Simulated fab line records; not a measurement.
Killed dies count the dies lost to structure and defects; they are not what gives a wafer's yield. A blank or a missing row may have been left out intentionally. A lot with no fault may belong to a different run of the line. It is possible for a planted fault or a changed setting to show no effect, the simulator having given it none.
Chamber matching || flow sky130 || SKY_CONTACT_ETCH_17 on rie_diel-01 has 4 sister chambers
The step etches SiO2 in C4F8/O2/Ar, stops on Si3N4, target depth 340 nm. 20 wafers are shown with their chamber, then 10 later ones without.

WAFERS, EACH WITH ITS CHAMBER
{"wafer": "L077.2", "chamber": 3, "chamber_pressure_mTorr (mTorr)": 39.97, "oes_product_au (a.u.)": 0.891}
{"wafer": "L077.3", "chamber": 0, "chamber_pressure_mTorr (mTorr)": 40.04, "oes_product_au (a.u.)": 0.886}
{"wafer": "L077.6", "chamber": 1, "chamber_pressure_mTorr (mTorr)": 39.96, "oes_product_au (a.u.)": 0.893}
{"wafer": "L078.3", "chamber": 0, "chamber_pressure_mTorr (mTorr)": 39.99, "oes_product_au (a.u.)": 0.893}
{"wafer": "L078.4", "chamber": 1, "chamber_pressure_mTorr (mTorr)": 40.04, "oes_product_au (a.u.)": 0.889}
{"wafer": "L078.5", "chamber": 0, "chamber_pressure_mTorr (mTorr)": 40.01, "oes_product_au (a.u.)": 0.892}
{"wafer": "L082.4", "chamber": 0, "chamber_pressure_mTorr (mTorr)": 39.99, "oes_product_au (a.u.)": 0.885}
{"wafer": "L082.5", "chamber": 2, "chamber_pressure_mTorr (mTorr)": 40.02, "oes_product_au (a.u.)": 0.890}
{"wafer": "L082.6", "chamber": 1, "chamber_pressure_mTorr (mTorr)": 39.99, "oes_product_au (a.u.)": 0.893}
{"wafer": "L083.1", "chamber": 2, "chamber_pressure_mTorr (mTorr)": 40.01, "oes_product_au (a.u.)": 0.888}
{"wafer": "L083.3", "chamber": 1, "chamber_pressure_mTorr (mTorr)": 40.00, "oes_product_au (a.u.)": 0.887}
{"wafer": "L083.5", "chamber": 2, "chamber_pressure_mTorr (mTorr)": 40.03, "oes_product_au (a.u.)": 0.884}
{"wafer": "L085.1", "chamber": 1, "chamber_pressure_mTorr (mTorr)": 40.06, "oes_product_au (a.u.)": 0.899}
{"wafer": "L085.2", "chamber": 3, "chamber_pressure_mTorr (mTorr)": 40.04, "oes_product_au (a.u.)": 0.885}
{"wafer": "L085.3", "chamber": 2, "chamber_pressure_mTorr (mTorr)": 39.97, "oes_product_au (a.u.)": 0.904}
{"wafer": "L089.2", "chamber": 0, "chamber_pressure_mTorr (mTorr)": 40.00, "oes_product_au (a.u.)": 0.894}
{"wafer": "L089.3", "chamber": 3, "chamber_pressure_mTorr (mTorr)": 40.01, "oes_product_au (a.u.)": 0.896}
{"wafer": "L089.6", "chamber": 2, "chamber_pressure_mTorr (mTorr)": 40.07, "oes_product_au (a.u.)": 0.891}
{"wafer": "L090.1", "chamber": 1, "chamber_pressure_mTorr (mTorr)": 39.96, "oes_product_au (a.u.)": 0.897}
{"wafer": "L090.2", "chamber": 3, "chamber_pressure_mTorr (mTorr)": 39.99, "oes_product_au (a.u.)": 0.895}

SIGNATURES (means of the wafers above)
{"reading": "chamber_pressure_mTorr", "chamber 0": 40.0060, "chamber 1": 40.0017, "chamber 2": 40.0200, "chamber 3": 40.0025, "scatter within a chamber": 0.0336}
{"reading": "oes_product_au", "chamber 0": 0.89000, "chamber 1": 0.89300, "chamber 2": 0.89140, "chamber 3": 0.89175, "scatter within a chamber": 0.00545}
Rule: a wafer's distance from a chamber is the root of the sum, over the readings, of the square of ((its reading less the chamber's mean) divided by the reading's scatter). If the next closest chamber is less than 2 further off than the closest, the wafer can't be placed; otherwise it belongs to the closest. How the scatter is found: for the shown wafers, subtract from each reading the mean of its chamber, square and add these, divide the total by (wafers less chambers), then take the root.

WAFERS WITH NO CHAMBER GIVEN
{"wafer": "L090.6", "chamber_pressure_mTorr (mTorr)": 40.03, "oes_product_au (a.u.)": 0.893}
{"wafer": "L093.3", "chamber_pressure_mTorr (mTorr)": 39.96, "oes_product_au (a.u.)": 0.887}
{"wafer": "L093.4", "chamber_pressure_mTorr (mTorr)": 40.07, "oes_product_au (a.u.)": 0.892}
{"wafer": "L093.6", "chamber_pressure_mTorr (mTorr)": 40.04, "oes_product_au (a.u.)": 0.898}
{"wafer": "L095.2", "chamber_pressure_mTorr (mTorr)": 40.01, "oes_product_au (a.u.)": 0.898}
{"wafer": "L095.3", "chamber_pressure_mTorr (mTorr)": 40.03, "oes_product_au (a.u.)": 0.887}
{"wafer": "L095.5", "chamber_pressure_mTorr (mTorr)": 39.96, "oes_product_au (a.u.)": 0.884}
{"wafer": "L096.1", "chamber_pressure_mTorr (mTorr)": 40.00, "oes_product_au (a.u.)": 0.894}
{"wafer": "L096.3", "chamber_pressure_mTorr (mTorr)": 39.90, "oes_product_au (a.u.)": 0.896}
{"wafer": "L096.4", "chamber_pressure_mTorr (mTorr)": 39.95, "oes_product_au (a.u.)": 0.901}

WHICH CHAMBER EACH WENT THROUGH
{"wafer": "L090.6", "from the rows above": "can't be placed: 2 or 1 or 3 or 0", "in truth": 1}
{"wafer": "L093.3", "from the rows above": "can't be placed: 0 or 3 or 1 or 2", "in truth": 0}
{"wafer": "L093.4", "from the rows above": "can't be placed: 2 or 0 or 3 or 1", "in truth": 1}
{"wafer": "L093.6", "from the rows above": "can't be placed: 2 or 1 or 3 or 0", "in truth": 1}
{"wafer": "L095.2", "from the rows above": "can't be placed: 1 or 3 or 2 or 0", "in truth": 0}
{"wafer": "L095.3", "from the rows above": "can't be placed: 2 or 0 or 3 or 1", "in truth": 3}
{"wafer": "L095.5", "from the rows above": "can't be placed: 0 or 3 or 1 or 2", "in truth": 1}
{"wafer": "L096.1", "from the rows above": "can't be placed: 1 or 3 or 0 or 2", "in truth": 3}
{"wafer": "L096.3", "from the rows above": "can't be placed: 1 or 3 or 0 or 2", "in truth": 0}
{"wafer": "L096.4", "from the rows above": "can't be placed: 1 or 3 or 0 or 2", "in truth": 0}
Placed correctly: 0 of 10. Cannot be placed on the basis of these rows: 10; the candidates contain the true chamber in 10. Placed wrongly: 0.
